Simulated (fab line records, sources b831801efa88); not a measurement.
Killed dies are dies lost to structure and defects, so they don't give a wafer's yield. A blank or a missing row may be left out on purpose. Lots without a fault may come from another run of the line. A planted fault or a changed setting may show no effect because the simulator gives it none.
Problem report in the 8D (eight disciplines) form, filled by code | flow sfq_line | the parts of the form that need people (team, actions taken, sign-off) are left out

1. THE PROBLEM
spin_speed_rpm at SFQ_TRILAYER_I4_VIA_LITHO_COAT_108 reads a mean of 2909.7 rpm on 6 wafers of 2 lots; wafers without a fault read 2999.9 rpm with a standard deviation of 2. That is -45 standard deviations from the usual mean.
The step: resist thk 62 nm.
First seen on wafer L610.3, day 47 17:41, on litho_track-04. The record holds 42 wafers of 14 lots with a number at this step. Rule for "out", or "out of limits": more than 4 standard deviations from the usual mean. The other wafers with a number count as sound.

2. WHAT IT IS AND WHAT IT IS NOT
question                    | is                     | is not
which readings at this step | spin_speed_rpm         | -
which lots                  | L610, L611             | L590, L591, L595, L596, L597, L598, L600, L601, L602, L603, L606, L608
which wafers of those lots  | all that have a number | -
read on which tools         | litho_track-04         | litho_track-01, litho_track-03
when                        | from day 47 17:41      | up to then (36 sound wafers)

3. SUSPECTS, AND WHAT RULES EACH OUT
Counting: a tool at a process step up to the reading stays a suspect if it ran every lot that is out and no sound lot after the first of them.
- litho_track-04 at SFQ_TRILAYER_I4_VIA_LITHO_COAT_108 (resist thk 62 nm): kept. It ran every lot that is out, first L610 (day 47 17:41), and no sound lot after that; its last sound lot up to then is L608 (day 46 22:05). Its own readings are out on those wafers: spin_speed_rpm.
Left after counting: litho_track-04 at SFQ_TRILAYER_I4_VIA_LITHO_COAT_108.

4. THE CAUSE (what the simulator had put in)
Process parameter drift: litho_track-04, from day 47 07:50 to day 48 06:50, at SFQ_TRILAYER_I4_VIA_LITHO_COAT_108. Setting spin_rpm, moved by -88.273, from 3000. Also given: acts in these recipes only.
Counting left only this tool.

5. THE CHAIN OF EFFECTS, in route order
Each row: a reading whose mean over the struck wafers that have a number lies more than 3 standard deviations from the usual. Only readings for which the record gives a usual standard deviation are gone through. hours: the time from each lot's start at the first step in this table that gives one to its start at this step, as a median over the lots. sigmas: the change in usual standard deviations.
hours | step                               | reading        | usual      | on struck wafers | change | sigmas
0     | SFQ_TRILAYER_I4_VIA_LITHO_COAT_108 | spin_speed_rpm | 2999.9 rpm | 2909.7           | -90.2  | -45
The process steps in it:
- SFQ_TRILAYER_I4_VIA_LITHO_COAT_108: resist thk 62 nm.

6. WHAT WOULD HAVE CAUGHT IT SOONER
In this record the first reading out of limits was taken at day 47 17:41, 10 hours after the fault began at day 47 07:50.
